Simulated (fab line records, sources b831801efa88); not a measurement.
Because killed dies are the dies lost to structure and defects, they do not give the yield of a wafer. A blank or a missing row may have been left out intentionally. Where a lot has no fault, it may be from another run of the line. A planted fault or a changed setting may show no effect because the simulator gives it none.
Matching of chambers + flow gf180mcu + cmp-02 running GF_V2_CMP_26: 4 sister chambers
The step polishes, stops on SiO2, t overpolish 15 s, target thk 0 nm. 8 wafers are shown with their chamber, then 11 later ones without.

== WAFERS, EACH WITH ITS CHAMBER ==
| wafer  | chamber | motor-current-A (A) | retaining-ring-pressure-frac |
|--------|---------|---------------------|------------------------------|
| L080.2 | 3       | 11.0                | 0.990                        |
| L082.3 | 2       | 10.0                | 1.000                        |
| L082.5 | 2       | 10.1                | 0.992                        |
| L082.6 | 3       | 10.9                | 0.992                        |
| L083.6 | 0       | 10.1                | 1.004                        |
| L086.5 | 1       | 10.8                | 1.003                        |
| L086.6 | 0       | 9.7                 | 0.999                        |
| L087.1 | 1       | 11.0                | 0.995                        |

== WAFERS WITHOUT THEIR CHAMBER ==
| wafer  | motor-current-A (A) | retaining-ring-pressure-frac |
|--------|---------------------|------------------------------|
| L087.3 | 12.0                | 0.995                        |
| L087.5 | 10.0                | 0.999                        |
| L091.2 | 12.1                | 0.996                        |
| L091.3 | 10.7                | 0.992                        |
| L091.5 | 10.8                | 0.993                        |
| L092.2 | 11.7                | 1.004                        |
| L092.4 | 10.8                | 0.999                        |
| L092.5 | 11.0                | 0.995                        |
| L095.1 | 9.8                 | 1.004                        |
| L095.3 | 10.4                | 1.003                        |
| L095.5 | 10.9                | 0.999                        |

== CHAMBER TAKEN BY EACH ==
| wafer  | from the rows above               | in truth |
|--------|-----------------------------------|----------|
| L087.3 | can't be placed: 3 or 1           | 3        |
| L087.5 | can't be placed: 2 or 0           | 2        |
| L091.2 | can't be placed: 3 or 1           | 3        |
| L091.3 | can't be placed: 3 or 1           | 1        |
| L091.5 | can't be placed: 3 or 1           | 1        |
| L092.2 | can't be placed: 1 or 3           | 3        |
| L092.4 | can't be placed: 1 or 3           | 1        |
| L092.5 | can't be placed: 3 or 1           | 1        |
| L095.1 | can't be placed: 0 or 2           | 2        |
| L095.3 | can't be placed: 2 or 0 or 1 or 3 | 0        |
| L095.5 | can't be placed: 1 or 3           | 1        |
Placed correctly: 0 of 11. Can't be placed from these rows: 11 (the true chamber is among the candidates in 11). Placed wrongly: 0.
How it was worked out, from the rows above alone: a wafer's distance from a chamber is the root of the sum, over the readings, of the square of ((its reading less the chamber's mean) divided by the reading's scatter). If the next closest chamber is less than 2 further off than the closest, the wafer can't be placed; otherwise it belongs to the closest. The mean given for a chamber averages the wafers shown for that chamber. How the scatter is found: for the shown wafers, subtract from each reading the mean of its chamber, square and add these, divide the total by (wafers less chambers), then take the root.
